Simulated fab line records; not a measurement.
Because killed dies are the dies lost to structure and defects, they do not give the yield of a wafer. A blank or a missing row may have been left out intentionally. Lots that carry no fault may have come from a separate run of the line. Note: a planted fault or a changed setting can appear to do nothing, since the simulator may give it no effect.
Comparing a struck lot with a sound one :: flow sky130 :: 18 out of 708 route steps
Sound: the wafers L480.1, L480.2, L480.4. The struck wafers were L479.1, L479.4, L479.6. Last of all comes the cause.
Per side, at each step with rows, come the tool, then ch with its chambers, and then its first start. Under that, the readings that differ: sound wafers :: struck wafers :: difference of the means :: sigmas: that difference in standard deviations of wafers without a fault.
alike: readings with means less than 2 such deviations apart, plus words and numbers identical on both sides. not compared: withheld readings, readings lacking a value on some wafer, bounds such as >300 that could conceal the same value, and numbers that have no deviation in the record and whose values overlap.
A row with sigmas, a row that says differs or no value, or rows on one side alone: a step with any of these is where the two part. Non-overlapping numbers with no deviation appear without sigmas and do not part them. Lack of a reading on every wafer of one side parts them only where that side has two or more wafers.

first, 4 steps without rows for these wafers: SKY_PWDE_SOFTBAKE_03; SKY_PWDE_EXPOSE_04 (exposes mask PWDEM, target cd 840 nm); SKY_PWDE_PEB_05; SKY_PWDE_DEVELOP_06 (develop time 60 s).
SKY_PWDE_OVL_MEAS_07:
  sound on overlay-02, day 6 09:04; struck on overlay-02, day 6 00:52
  alike: PWDE_OVL
after that, 1 step had no rows for these wafers: SKY_PWDE_IMPLANT_08.
SKY_PWDE_STRIP_09: strips in O2/N2.
  sound on plasma_asher-01 ch 0,1, day 6 09:14; struck on plasma_asher-01 ch 0,1, day 6 01:02
  alike: drypump_motor_current_A, oes_product_au, strip_time_to_endpoint_s
  not compared: rf_hours_counter_h
SKY_PWDE_TW_MEAS_10:
  sound on film_metro-01, day 6 09:20; struck on film_metro-01, day 6 01:08
  alike: PWDE_TW
then, 4 steps without rows for these wafers: SKY_NWELL_DEHYDRATE_03 (time 60 s); SKY_NWELL_HMDS_04 (prime time 60 s); SKY_NWELL_COAT_05 (resist thk 3000 nm); SKY_NWELL_SOFTBAKE_06.
SKY_NWELL_EXPOSE_07: exposes mask NWM, target cd 840 nm.
  sound on iline_stepper-01 ch 0, day 6 18:25; struck on iline_stepper-02 ch 0, day 6 09:52
reading: model.NWELL.overlay_x_nm (nm)
sound: 0.6897 0.6897 0.6897
struck: -112.5 -112.5 -112.5
difference: -113.2
sigmas: 
  alike: mask
then, 2 steps without rows for these wafers: SKY_NWELL_PEB_08; SKY_NWELL_DEVELOP_09 (develop time 60 s).
SKY_NWELL_OVL_MEAS_10:
  sound on overlay-01, day 7 03:32; struck on overlay-01, day 6 19:13
reading: NWELL_00_OVL (nm)
sound: -1.1 0.2 0.0
struck: -113.7 -112.5 -112.0
difference: -112.4
sigmas: -75
after that, 1 step had no rows for these wafers: SKY_NWELL_IMPLANT_11.
-- the record jumps here: 42 days lie between the struck wafers' starts before and after (it left off in module NWELL and takes up again in module PAD_OPEN, whose first step shown is number 708 of the route) --
SKY_PAD_OPEN_PROBE_99:
  sound on prober-01, day 48 18:23; struck on prober-02, day 48 08:10
reading: model.etest.pfet_16v.r_on_ohm_um
sound: 1.572e+04 1.496e+04 1.54e+04
struck: 1.369e+04 1.352e+04 1.365e+04
difference: -1.740e+03
sigmas: 

reading: model.etest.nfet_16v.r_on_ohm_um
sound: 1.41e+04 1.396e+04 1.398e+04
struck: 1.328e+04 1.329e+04 1.334e+04
difference: -7.100e+02
sigmas: 

reading: model.etest.pfet_16v.drive_ua_um
sound: 238 246.3 242.8
struck: 275.4 276.5 277.8
difference: +34.2
sigmas: 

reading: model.etest.nfet_16v.drive_ua_um
sound: 218.4 218.5 220
struck: 227.8 228 227.5
difference: +8.8
sigmas: 
  alike: killed_at_M0_to_M3, killed_at_M4_up, killed_at_contacts, killed_at_front_end, killed_at_other, killed_dies, killed_open, killed_short

## WHERE THEY PART
At SKY_NWELL_OVL_MEAS_10 and nowhere else, as far as this record goes. Later steps at which nothing parts them and some readings are alike: SKY_PAD_OPEN_PROBE_99.

WHY: what had been put in by the simulator
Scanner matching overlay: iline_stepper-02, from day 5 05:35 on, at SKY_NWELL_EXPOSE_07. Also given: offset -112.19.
